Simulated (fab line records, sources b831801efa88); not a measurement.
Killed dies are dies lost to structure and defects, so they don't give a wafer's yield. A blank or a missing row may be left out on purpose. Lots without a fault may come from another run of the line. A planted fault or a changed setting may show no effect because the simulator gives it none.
fab line records | flow sky130
record lots=12 wafers=36 last_day=50
route steps=708 shown SPACER@306 POLY_CUT@318 SD_P@328 RES_XHIGH@341 PAD_OPEN@708
lots that met no fault: from a run of the same line without faults
start_h: hours from the record's first day to the start of the lot's first wafer shown | wait_h: hours since the lot's step before | " the same as in the row above | L1.1+2: a row that stands for several wafers | - no value, or no start given | * or withheld: withheld | < > ~ a bound
route shown NAME@n: a module of which the file shows steps, and the number in the route of the first | usual: mean/standard deviation of fault-free wafers | same: alike in all rows | chamber/n: place in a boat | sites: the reading at each site | _std_site: their standard deviation | _edge_site: outer sites' mean less inner sites' | radius_mm: how far each site lies from the wafer's centre | mask NAME#n: copy n | behind: the tool/chamber that last shaped the wafer | hold: why the lot was held/for how many hours/how that ended | device: the transistor (n, p or np) that didn't switch | end of line: the same wafers' tests at the end of the route | a step without rows: its recipe alone | killed: dies lost to structure and defects at the first sort, not the wafer's yield | map: a wafer's dies, x killed, . not, _ none there
set.NAME: the setting as run; set.NAME@STEP: as run at that earlier step | model.NAME: the simulator's own value behind a step, which no gauge read
steps of the route over a sample of lots; a table a step, a row a wafer
services: from which hour (start_h, from the record's first day; less than 0 if before it) a tool's chamber was out of use, for how many hours, and why
## steps
# step SKY_SPACER_ETCHBACK_02
# recipe chemistry=CH3F/O2 target=Si3N4 stop_on=SiO2 source_w=400 bias_w=80 pressure_mtorr=25 ch3f_flow_sccm=40 O2_flow_sccm=30 time_s=46.7 target_depth_a=450
# usual O2_flow_sccm=30.01/0.091 drypump_motor_current_A=5.8/0.46 oes_product_au=0.854/0.0062 throttle_valve_pct=10.562/0.0087
# columns lot.wafer tool chamber start_h wait_h O2_flow_sccm drypump_motor_current_A oes_product_au rf_hours_counter_h throttle_valve_pct
L696.2 rie_diel-02 3 568.26 0.0 30.06 5.8 0.864 2 10.567
L696.3 " 2 " " 30.01 6.1 0.867 6 10.555
L696.6 " 1 " " 30.00 6.3 0.855 - 10.570
L697.1 rie_diel-03 1 576.89 0.1 30.17 5.9 0.855 24 10.557
L697.4 " 1 " " 29.96 5.9 0.848 - 10.565
L697.5 " 2 " " 30.02 4.9 0.852 - 10.562
L698.3 rie_diel-04 1 590.05 0.0 30.03 6.1 0.858 10 10.567
L698.5 " 3 " " 30.18 5.6 0.855 - 10.574
L698.6 " 0 " " 30.13 6.0 0.854 - 10.562
L699.1 rie_diel-04 2 598.80 0.1 29.98 5.7 0.858 1 10.557
L699.2 " 1 " " 29.97 6.1 0.856 10 10.580
L699.4 " 1 " " 30.16 6.1 0.852 - 10.550
L700.2 rie_diel-03 2 607.24 0.0 29.81 4.9 0.850 4 10.563
L700.4 " 2 " " 29.90 4.9 0.848 - 10.545
L700.5 " 2 " " 29.99 4.9 0.854 - 10.551
L701.3 rie_diel-03 3 616.56 0.1 29.93 5.8 0.844 - 10.565
L701.4 " 2 " " 30.00 4.9 0.848 - 10.577
L701.5 " 3 " " 29.96 5.8 0.852 - 10.559
L702.2 rie_diel-04 3 625.30 0.0 30.06 5.6 0.845 7 10.566
L702.3 " 0 " " 30.12 6.0 0.857 13 10.569
L702.4 " 1 " " 29.92 6.1 0.860 - 10.563
L705.3 rie_diel-03 0 647.99 0.1 29.97 5.1 0.853 - 10.550
L705.4 " 2 " " 29.98 4.9 0.844 - 10.549
L705.6 " 2 " " 29.94 4.9 0.836 - 10.562
L710.1 rie_diel-04 0 692.58 0.1 30.02 6.0 0.857 15 10.571
L710.2 " 1 " " 29.99 6.1 0.852 12 10.562
L710.4 " 3 " " 30.05 5.6 0.853 8 10.585
L712.3 rie_diel-02 3 710.15 0.0 30.12 5.8 0.851 5 10.561
L712.4 " 2 " " 30.03 6.1 0.855 - 10.560
L712.5 " 0 " " 30.02 6.1 0.847 - 10.566
L713.1 rie_diel-04 3 715.60 0.1 30.06 5.6 0.856 9 10.566
L713.4 " 2 " " 30.16 5.7 0.857 3 10.549
L713.6 " 3 " " 30.04 5.6 0.856 - 10.561
L714.2 rie_diel-02 3 721.76 0.0 29.96 5.8 0.857 5 10.547
L714.5 " 0 " " 30.16 6.1 0.856 - 10.576
L714.6 " 2 " " 29.92 6.1 0.853 - 10.570
# step SKY_POLY_CUT_ETCH_11
# recipe target=Si3N4 chemistry=CF4/CH2F2/Ar stop_on=poly-Si source_w=600 bias_w=150 pressure_mtorr=40 cf4_flow_sccm=40 ch2f2_flow_sccm=20 Ar_flow_sccm=150 time_s=42.5 target_depth_a=600
# usual ch2f2_flow_sccm=20.00/0.063 drypump_motor_current_A=5.93/0.29 oes_product_au=0.830/0.0068 run_length_s=70.8/0.34 throttle_valve_pct=14.993/0.0086
# columns lot.wafer tool chamber start_h wait_h ch2f2_flow_sccm drypump_motor_current_A oes_product_au rf_hours_counter_h run_length_s throttle_valve_pct
L696.2 rie_diel-02 3 598.03 0.0 20.00 5.77 0.839 2 70.7 14.987
L696.3 " 2 " " 19.93 6.08 0.839 7 71.2 14.994
L696.6 " 3 " " 20.03 5.77 0.845 - 70.7 14.986
L697.1 rie_diel-02 2 606.23 0.0 20.05 6.05 0.827 7 70.8 14.985
L697.4 " 3 " " 20.10 5.77 0.826 3 70.9 14.978
L697.5 " 3 " " 20.02 5.76 0.826 - 70.4 15.000
L698.3 rie_diel-02 1 619.48 0.0 20.02 6.42 0.828 51 70.9 14.981
L698.5 " 2 " " 19.97 6.13 0.838 - 70.9 14.994
L698.6 " 1 " " 20.06 6.42 0.830 - 70.9 14.992
L699.1 rie_diel-04 2 628.28 0.0 19.99 5.68 0.833 1 70.7 14.997
L699.2 " 3 " " 20.01 5.60 0.820 7 70.6 15.000
L699.4 " 0 " " 19.95 5.97 0.826 13 70.7 14.996
L700.2 rie_diel-01 1 636.91 0.0 19.96 5.98 0.828 14 71.1 14.988
L700.4 " 0 " " 20.04 5.59 0.831 - 71.5 14.998
L700.5 " 3 " " 20.01 5.46 0.834 - 70.4 14.986
L701.3 rie_diel-02 0 645.84 0.0 19.93 6.11 0.827 4 71.2 14.983
L701.4 " 2 " " 19.95 6.11 0.903 8 67.1 15.004
L701.5 " 2 " " 20.01 6.12 0.901 - 66.9 15.003
L702.2 rie_diel-04 0 653.99 0.0 20.11 6.03 0.826 14 70.4 14.994
L702.3 " 2 " " 19.99 5.65 0.821 2 71.1 14.989
L702.4 " 0 " " 20.08 6.07 0.827 - 70.4 15.000
L705.3 rie_diel-02 3 676.33 0.0 19.91 5.78 0.825 4 70.6 14.988
L705.4 " 2 " " 19.99 6.02 0.911 - 67.3 14.995
L705.6 " 3 " " 20.05 5.77 0.833 - 71.3 14.993
L710.1 rie_diel-04 3 720.68 0.0 19.99 5.60 0.834 9 71.4 14.998
L710.2 " 0 " " 19.96 6.09 0.828 16 70.4 15.001
L710.4 " 2 " " 20.10 5.66 0.836 4 71.3 15.002
L712.3 rie_diel-02 0 738.04 0.0 19.95 6.08 0.842 6 70.6 14.990
L712.4 " 3 " " 19.96 5.78 0.831 5 70.4 14.984
L712.5 " 1 " " 20.08 6.41 0.827 - 70.7 14.990
L713.1 rie_diel-04 1 743.53 0.0 19.98 6.16 0.830 14 70.5 14.990
L713.4 " 0 " " 20.05 6.04 0.829 17 70.9 14.996
L713.6 " 3 " " 19.88 5.60 0.837 - 70.6 14.990
L714.2 rie_diel-02 1 749.23 0.0 20.02 6.38 0.824 0 70.8 14.994
L714.5 " 1 " " 19.98 6.39 0.825 - 70.8 14.984
L714.6 " 0 " " 19.96 6.11 0.838 - 70.8 14.992
# step SKY_SD_P_OVL_MEAS_08
# usual SD_P_OVL=-0.6/1.3
# columns lot.wafer tool chamber start_h wait_h SD_P_OVL[nm]
L696.2 overlay-02 - 626.61 0.1 -2.0
L696.3 " - " " -0.3
L696.6 " - " " -2.3
L697.1 overlay-02 - 635.79 0.1 0.2
L697.4 " - " " 0.1
L697.5 " - " " -1.2
L698.3 overlay-02 - 648.67 0.1 1.1
L698.5 " - " " 2.1
L698.6 " - " " 0.2
L699.1 overlay-02 - 656.89 0.1 -0.5
L699.2 " - " " 0.5
L699.4 " - " " 0.9
L700.2 overlay-02 - 665.75 0.1 0.0
L700.4 " - " " 0.1
L700.5 " - " " -1.3
L701.3 overlay-01 - 674.22 0.1 -0.8
L701.4 " - " " 0.6
L701.5 " - " " 1.3
L702.2 overlay-01 - 682.35 0.1 -1.3
L702.3 " - " " -1.0
L702.4 " - " " -0.6
L705.3 overlay-02 - 704.31 0.1 -1.2
L705.4 " - " " -0.1
L705.6 " - " " -1.3
L710.1 overlay-01 - 747.86 0.1 1.6
L710.2 " - " " 1.4
L710.4 " - " " 0.3
L712.3 overlay-01 - 765.21 0.1 0.5
L712.4 " - " " -0.6
L712.5 " - " " 0.8
L713.1 overlay-02 - 770.91 0.1 -3.4
L713.4 " - " " -2.7
L713.6 " - " " -4.3
L714.2 overlay-02 - 776.17 0.1 -0.3
L714.5 " - " " 0.2
L714.6 " - " " -0.1
# step SKY_RES_XHIGH_TW_MEAS_09
# usual RES_XHIGH_TW=1652/12
# columns lot.wafer tool chamber start_h wait_h RES_XHIGH_TW
L696.2 film_metro-03 - 655.99 0.1 1647
L696.3 " - " " 1656
L696.6 " - " " 1646
L697.1 film_metro-02 - 665.28 0.1 1669
L697.4 " - " " 1663
L697.5 " - " " 1664
L698.3 film_metro-03 - 677.34 0.1 1656
L698.5 " - " " 1657
L698.6 " - " " 1640
L699.1 film_metro-03 - 685.07 0.1 1651
L699.2 " - " " 1656
L699.4 " - " " 1664
L700.2 film_metro-04 - 694.45 0.1 1643
L700.4 " - " " 1641
L700.5 " - " " 1642
L701.3 film_metro-03 - 702.31 0.1 1642
L701.4 " - " " 1643
L701.5 " - " " 1635
L702.2 film_metro-04 - 710.60 0.1 1648
L702.3 " - " " 1645
L702.4 " - " " 1640
L705.3 film_metro-02 - 732.09 0.1 1667
L705.4 " - " " 1663
L705.6 " - " " 1661
L710.1 film_metro-02 - 774.59 0.1 1656
L710.2 " - " " 1659
L710.4 " - " " 1660
L712.3 film_metro-04 - 792.70 0.1 1652
L712.4 " - " " 1646
L712.5 " - " " 1644
L713.1 film_metro-03 - 797.78 0.1 1630
L713.4 " - " " 1629
L713.6 " - " " 1626
L714.2 film_metro-02 - 802.28 0.1 1667
L714.5 " - " " 1667
L714.6 " - " " 1663
# step SKY_PAD_OPEN_PROBE_99
# usual killed_at_M0_to_M3=44/7.2 killed_at_M4_up=3.5/1.8 killed_at_contacts=25/5.1 killed_at_front_end=14/4.4 killed_at_other=0.4/0.58 killed_dies=87/9.1 killed_open=48/6.9 killed_short=38/6.3
# same gross_dies=492 killed_at_back_side=0
# columns lot.wafer tool chamber start_h wait_h killed_at_M0_to_M3 killed_at_M4_up killed_at_contacts killed_at_front_end killed_at_other killed_dies killed_open killed_short
L710.1 prober-02 - 1185.86 0.1 41 3 25 19 1 89 42 46
L710.2 prober-02 - 1185.91 0.1 39 3 20 21 1 84 52 31
L710.4 prober-02 - 1186.01 0.2 26 3 20 15 3 67 31 33
# killed by level:class
L710.1 CONTACT:geometric_particle:open=10 VIA1:geometric_particle:short=10 FIELD_ISO:geometric_particle:open=7 LOCAL_INTERCONNECT:geometric_particle:short=6 VIA1:geometric_particle:open=6 VIA3:geometric_particle:open=6 FIELD_ISO:geometric_particle:short=4 CONTACT:geometric_particle:short=4
L710.2 VIA1:geometric_particle:open=10 LI_CONTACT:geometric_particle:open=8 VIA2:geometric_particle:open=7 FIELD_ISO:geometric_particle:open=5 METAL1:geometric_particle:short=5 VIA3:geometric_particle:open=5 POLY_GATE:geometric_particle:short=4 CONTACT:geometric_particle:short=4
L710.4 CONTACT:geometric_particle:open=6 VIA2:geometric_particle:open=5 FIELD_ISO:geometric_particle:short=4 FIELD_ISO:geometric_particle:open=4 LI_CONTACT:geometric_particle:open=4 LI_CONTACT:geometric_particle:short=4 POLY_GATE:geometric_particle:short=3 LOCAL_INTERCONNECT:geometric_particle:short=3
## services
# columns tool chamber start_h hours kind
rie_diel-04 3 562.76 4.3 repair
rie_diel-01 3 568.35 7.9 repair
rie_diel-03 1 586.44 110.9 repair
rie_diel-02 1 594.00 4.7 repair
rie_diel-04 0 598.62 5.3 repair
rie_diel-04 - 606.03 0.2 repair
rie_diel-04 2 619.91 6.7 repair
rie_diel-03 3 628.61 19.5 repair
rie_diel-03 - 630.18 0.7 repair
rie_diel-01 2 633.25 8.4 repair
rie_diel-04 3 650.38 5.3 repair
rie_diel-01 3 666.45 4.6 repair
rie_diel-02 0 671.90 9.3 repair
rie_diel-01 2 679.28 12.7 repair
rie_diel-02 - 695.47 0.6 repair
rie_diel-03 0 697.37 - clean
rie_diel-03 0 697.37 35.7 scheduled_down
rie_diel-03 0 697.37 35.7 vent_cycle
rie_diel-02 1 698.14 7.8 repair
rie_diel-02 3 703.94 2.4 repair
rie_diel-02 1 706.35 - clean
rie_diel-02 1 706.35 20.0 scheduled_down
rie_diel-02 1 706.35 20.0 vent_cycle
## key
first_sign step=SKY_POLY_CUT_ETCH_11 reading=oes_product_au direction=up sigmas=11 usual=0.830 struck=0.905
effect step=SKY_POLY_CUT_ETCH_11 reading=run_length_s direction=down sigmas=11 usual=* struck=*
met_at SKY_POLY_CUT_ETCH_11
struck_lots L701,L705
struck_wafers L701.4,L701.5,L705.4
tester_left_out L701,L705
not_acting_at SKY_SPACER_ETCHBACK_02,SKY_SD_P_OVL_MEAS_08,SKY_RES_XHIGH_TW_MEAS_09
onset_between 619.48 645.84
fault kind=process_parameter_drift tool=rie_diel-02 chamber=2 onset_h=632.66 steps=SKY_POLY_CUT_ETCH_11 channel=time_s offset=* shape=step end_h=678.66 acts_in=* stated=*
# tester_left_out: of these lots the tester's yield and bins aren't shown, on N5 and GAA mostly nor the transistor test; their killed dies are dies lost to structure and defects alone, not to doping, threshold or leakage, so they don't give the yield
